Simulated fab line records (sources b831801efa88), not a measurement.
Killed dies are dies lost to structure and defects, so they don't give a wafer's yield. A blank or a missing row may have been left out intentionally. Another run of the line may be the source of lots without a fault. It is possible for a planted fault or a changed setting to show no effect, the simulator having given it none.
fab line records | flow sky130
[record] lots = 13 wafers = 39 last-day = 50
route steps=708 shown VT_ADJUST_HVTP@94 LDD_P@265 METAL1@438 VIA2@519
lots with no fault: from the same line, run without faults
start-h: hours from the record's first day to the start of the lot's first wafer shown | wait-h: hours elapsed since this lot's preceding step | " unchanged from the row above | L1.1+2: a single row standing in for several wafers | - no value, or no start was given | * or withheld: withheld | < > ~ a bound
route shown NAME@n: NAME is a module with steps in the file, n the number in the route of the first one | usual: average and standard deviation across the fault-free wafers | same: alike in all rows | chamber/n: place in a boat | sites: readings site by site | _std_site: standard deviation across them | _edge_site: outer sites' mean less inner sites' | radius-mm: how far each site lies from the wafer's centre | mask NAME#n: copy n | behind: the most recent tool/chamber to have shaped the wafer | hold: why the lot went on hold/how many hours it stayed there/how the hold came to an end | device: the transistor (n, p or np) that didn't switch | end of line: tests run on the same wafers once the route is complete | for a step that has no rows: nothing shown but its recipe | killed: count of dies lost to structure and defects at first sort (not the wafer's yield) | map: dies across one wafer; x = killed, . = not, _ = none there
set.NAME: setting as actually run; set.NAME@STEP: the setting as run at that earlier step | model.NAME: the simulator's own value behind a step, which no gauge read
route steps across a sampled set of lots; one table per step, one row per wafer
services: when a tool's chamber went out of use (start-h, in hours from the record's first day, below 0 if earlier), for how many hours, and the reason
[[steps]]
[step SKY_VT_ADJUST_HVTP_IMPLANT_09]
[recipe] species = As energy-kev = 150 dose-cm2 = 4.3e+12 tilt-deg = withheld
[usual] beam-energy-keV = 149.99/0.048
// columns lot.wafer tool chamber start-h wait-h beam-energy-keV
L472.2 implanter-02 0 124.64 0.0 150.10
L472.3 " 0 " " 149.96
L472.6 " 0 " " 149.94
L473.1 implanter-02 0 131.34 0.0 149.99
L473.4 " 0 " " 149.97
L473.6 " 0 " " 149.96
L474.4 implanter-02 0 137.99 0.1 150.06
L474.5 " 0 " " 150.05
L474.6 " 0 " " 149.97
L475.1 implanter-01 0 140.06 0.0 149.97
L475.5 " 0 " " 150.05
L475.6 " 0 " " 150.04
L476.1 implanter-02 0 150.51 0.0 149.91
L476.4 " 0 " " 149.95
L476.6 " 0 " " 150.01
L477.1 implanter-03 0 158.51 0.0 149.96
L477.2 " 0 " " 149.91
L477.4 " 0 " " 149.92
L478.2 implanter-03 0 160.12 0.0 149.91
L478.3 " 0 " " 150.00
L478.6 " 0 " " 149.98
L479.1 implanter-03 0 167.39 0.0 150.05
L479.2 " 0 " " 149.99
L479.3 " 0 " " 150.07
L481.1 implanter-03 0 180.46 0.0 156.30
L481.3 " 0 " " 156.31
L481.5 " 0 " " 156.31
L482.1 implanter-03 0 182.61 0.0 156.29
L482.3 " 0 " " 156.34
L482.6 " 0 " " 156.29
L491.3 implanter-01 0 247.41 0.1 150.00
L491.4 " 0 " " 149.90
L491.6 " 0 " " 149.93
L494.2 implanter-02 0 266.14 0.0 149.97
L494.5 " 0 " " 149.98
L494.6 " 0 " " 149.95
L495.2 implanter-02 0 267.72 0.0 150.01
L495.3 " 0 " " 149.97
L495.5 " 0 " " 150.01
[step SKY_LDD_P_STRIP_10]
[recipe] chemistry = O2/N2 power-w = 1400 pressure-mtorr = 1500 platen-temp-c = withheld o2-flow-sccm = 3000 n2-flow-sccm = 300 overash-fraction = 0.5
[usual] drypump-motor-current-A = 5.7/0.56 o2-flow-sccm = 3001/9.1 oes-product-au = 0.715/0.0044 strip-time-to-endpoint-s = 14.18/0.037
// columns lot.wafer tool chamber start-h wait-h drypump-motor-current-A o2-flow-sccm oes-product-au rf-hours-counter-h strip-time-to-endpoint-s
L472.2 plasma-asher-02 0 436.89 0.1 5.3 2988 0.711 62 14.18
L472.3 " 0 " " 5.3 2986 0.713 - 14.20
L472.6 " 0 " " 5.3 2987 0.718 - 14.15
L473.1 plasma-asher-02 0 442.46 0.1 5.3 3011 0.714 62 14.24
L473.4 " 1 " " 5.1 2990 0.718 - 14.23
L473.6 " 0 " " 5.3 3011 0.711 - 14.28
L474.4 plasma-asher-01 0 453.25 0.1 6.8 2998 0.710 - 14.24
L474.5 " 1 " " 5.8 2984 0.709 - 14.20
L474.6 " 0 " " 6.8 3001 0.726 - 14.22
L475.1 plasma-asher-04 1 461.49 0.1 6.1 3002 0.718 71 14.18
L475.5 " 0 " " 5.7 2991 0.714 - 14.22
L475.6 " 1 " " 6.1 3022 0.718 - 14.20
L476.1 plasma-asher-02 0 472.83 0.1 5.3 3025 0.715 65 14.12
L476.4 " 1 " " 5.1 3015 0.714 - 14.14
L476.6 " 1 " " 5.0 3009 0.713 - 14.14
L478.2 plasma-asher-02 0 488.96 0.1 5.3 3000 0.715 67 14.17
L478.3 " 1 " " 5.0 3012 0.715 - 14.15
L478.6 " 0 " " 5.3 3005 0.715 - 14.17
L477.1 plasma-asher-04 0 494.04 0.1 5.7 3007 0.719 75 14.19
L477.2 " 1 " " 6.1 3001 0.717 75 14.18
L477.4 " 0 " " 5.7 2992 0.720 - 14.22
L479.1 plasma-asher-02 1 507.66 0.1 5.1 3001 0.715 69 14.10
L479.2 " 0 " " 5.2 2996 0.715 69 14.16
L479.3 " 1 " " 5.1 2992 0.713 - 14.18
L481.1 plasma-asher-04 0 526.76 0.1 5.7 3001 0.717 79 14.21
L481.3 " 1 " " 6.1 3005 0.717 - 14.18
L481.5 " 0 " " 5.7 2986 0.722 - 14.21
L482.1 plasma-asher-04 0 528.94 0.1 5.7 3007 0.717 79 14.17
L482.3 " 0 " " 5.7 2996 0.712 - 14.14
L482.6 " 1 " " 6.1 2999 0.715 - 14.10
L491.3 plasma-asher-02 0 608.55 0.1 5.3 2997 0.721 - 14.19
L491.4 " 1 " " 5.1 3008 0.709 - 14.19
L491.6 " 0 " " 5.3 3005 0.726 - 14.18
L495.2 plasma-asher-04 0 629.81 0.1 5.7 3013 0.713 81 14.22
L495.3 " 0 " " 5.7 3004 0.720 - 14.23
L495.5 " 0 " " 5.7 3010 0.713 - 14.16
L494.2 plasma-asher-01 1 632.34 0.1 5.8 2998 0.714 52 14.17
L494.5 " 0 " " 6.7 2982 0.712 - 14.18
L494.6 " 1 " " 5.8 3000 0.715 - 14.14
[step SKY_METAL1_SPUTTER_04]
[recipe] material = TiN target-thk-nm = 70 power-w = 6500 time-s = 58.3 chamber-pressure-pa = 0.4
[usual] throttle-valve-pct = 30.0/1.1
// columns lot.wafer tool chamber start-h wait-h throttle-valve-pct
L472.2 pvd-sputter-04 - 740.92 0.0 29.9
L472.3 " - " " 32.3
L472.6 " - " " 28.6
L473.1 pvd-sputter-04 - 745.88 0.0 28.4
L473.4 " - " " 30.0
L473.6 " - " " 31.9
L474.4 pvd-sputter-02 - 753.67 0.0 29.5
L474.5 " - " " 30.3
L474.6 " - " " 30.1
L475.1 pvd-sputter-01 - 759.68 0.0 29.2
L475.5 " - " " 30.4
L475.6 " - " " 29.6
L476.1 pvd-sputter-02 - 772.59 0.0 30.1
L476.4 " - " " 29.7
L476.6 " - " " 30.4
L478.2 pvd-sputter-01 - 786.28 0.0 29.1
L478.3 " - " " 30.5
L478.6 " - " " 30.5
L477.1 pvd-sputter-04 - 790.40 0.0 29.9
L477.2 " - " " 32.4
L477.4 " - " " 31.8
L479.1 pvd-sputter-02 - 800.70 0.0 30.4
L479.2 " - " " 29.6
L479.3 " - " " 30.3
L481.1 pvd-sputter-04 - 820.67 0.0 28.8
L481.3 " - " " 31.9
L481.5 " - " " 28.5
L482.1 pvd-sputter-02 - 824.73 0.0 30.4
L482.3 " - " " 30.4
L482.6 " - " " 30.2
L491.3 pvd-sputter-04 - 887.82 0.0 29.9
L491.4 " - " " 32.1
L491.6 " - " " 28.4
L495.2 pvd-sputter-04 - 906.35 0.0 29.9
L495.3 " - " " 32.1
L495.5 " - " " 28.5
L494.2 pvd-sputter-02 - 909.78 0.0 29.7
L494.5 " - " " 29.8
L494.6 " - " " 29.4
[step SKY_VIA2_CD_MEAS_12]
[recipe] target-cd-nm = 200
[usual] cd-nm = 199.6/1.3
// columns lot.wafer tool chamber start-h wait-h cd-nm
L472.2 cd-sem-02 - 852.48 - 200.5
L472.3 " - " " 200.7
L472.6 " - " " 199.9
L473.1 cd-sem-02 - 856.31 - 199.9
L473.4 " - " " 199.2
L473.6 " - " " 199.3
L474.4 cd-sem-01 - 865.02 - 200.1
L474.5 " - " " 199.6
L474.6 " - " " 199.6
L475.1 cd-sem-02 - 869.91 - 198.8
L475.5 " - " " 198.4
L475.6 " - " " 200.2
L476.1 cd-sem-02 - 882.38 - 198.0
L476.4 " - " " 198.7
L476.6 " - " " 198.7
L478.2 cd-sem-02 - 896.38 - 199.6
L478.3 " - " " 201.0
L478.6 " - " " 200.0
L477.1 cd-sem-02 - 900.56 - 198.6
L477.2 " - " " 200.0
L477.4 " - " " 198.8
L479.1 cd-sem-02 - 909.16 - 201.2
L479.2 " - " " 200.2
L479.3 " - " " 202.1
L481.1 cd-sem-02 - 928.06 - 199.8
L481.3 " - " " 199.6
L481.5 " - " " 197.9
L482.1 cd-sem-02 - 932.36 - 199.6
L482.3 " - " " 200.9
L482.6 " - " " 200.4
L491.3 cd-sem-02 - 991.15 - 197.1
L491.4 " - " " 198.9
L491.6 " - " " 198.6
L495.2 cd-sem-02 - 1007.68 - 202.3
L495.3 " - " " 201.4
L495.5 " - " " 200.0
L494.2 cd-sem-02 - 1009.93 - 198.9
L494.5 " - " " 199.5
L494.6 " - " " 199.7
[[services]]
// columns tool chamber start-h hours kind
plasma-asher-02 - 112.83 1.6 repair
implanter-02 - 188.76 2.9 repair
pvd-sputter-04 - 209.00 4.2 repair
plasma-asher-02 - 285.37 3.1 repair
plasma-asher-02 - 297.92 4.2 repair
implanter-02 - 452.46 1.7 repair
implanter-02 - 469.14 3.4 repair
pvd-sputter-04 - 481.22 44.5 repair
implanter-02 - 506.07 1.1 repair
implanter-02 - 529.94 3.9 pm
plasma-asher-02 - 546.82 2.8 pm
plasma-asher-02 - 577.61 15.6 pm
pvd-sputter-04 - 592.29 1.4 repair
pvd-sputter-04 - 625.07 1.1 repair
pvd-sputter-04 - 634.41 3.0 repair
implanter-02 - 663.37 5.9 pm
implanter-02 - 672.44 4.9 pm
implanter-02 - 688.67 106.7 pm
pvd-sputter-04 - 694.15 1.7 repair
plasma-asher-02 - 743.40 3.0 repair
pvd-sputter-04 - 803.40 4.0 repair
plasma-asher-02 - 827.59 0.6 repair
implanter-02 - 835.68 1.7 repair
pvd-sputter-04 - 845.46 28.6 repair
[[key]]
[first-sign] step = SKY_VT_ADJUST_HVTP_IMPLANT_09 reading = beam-energy-keV direction = up sigmas = 99+ usual = * struck = *
effect none on later readings
met-at SKY_VT_ADJUST_HVTP_IMPLANT_09
struck-lots L481,L482
tester-left-out L481,L482
not-acting-at SKY_LDD_P_STRIP_10,SKY_METAL1_SPUTTER_04,SKY_VIA2_CD_MEAS_12
onset-between 167.39 180.46
[fault] kind = process-parameter-drift tool = implanter-03 chamber = - onset-h = 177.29 steps = SKY_VT_ADJUST_HVTP_IMPLANT_09 channel = energy-kev offset = * shape = step end-h = 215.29 acts-in = * stated = *
// tester-left-out: of these lots the tester's yield and bins aren't shown, on N5 and GAA mostly nor the transistor test; their killed dies are dies lost to structure and defects alone, not to doping, threshold or leakage, so they don't give the yield
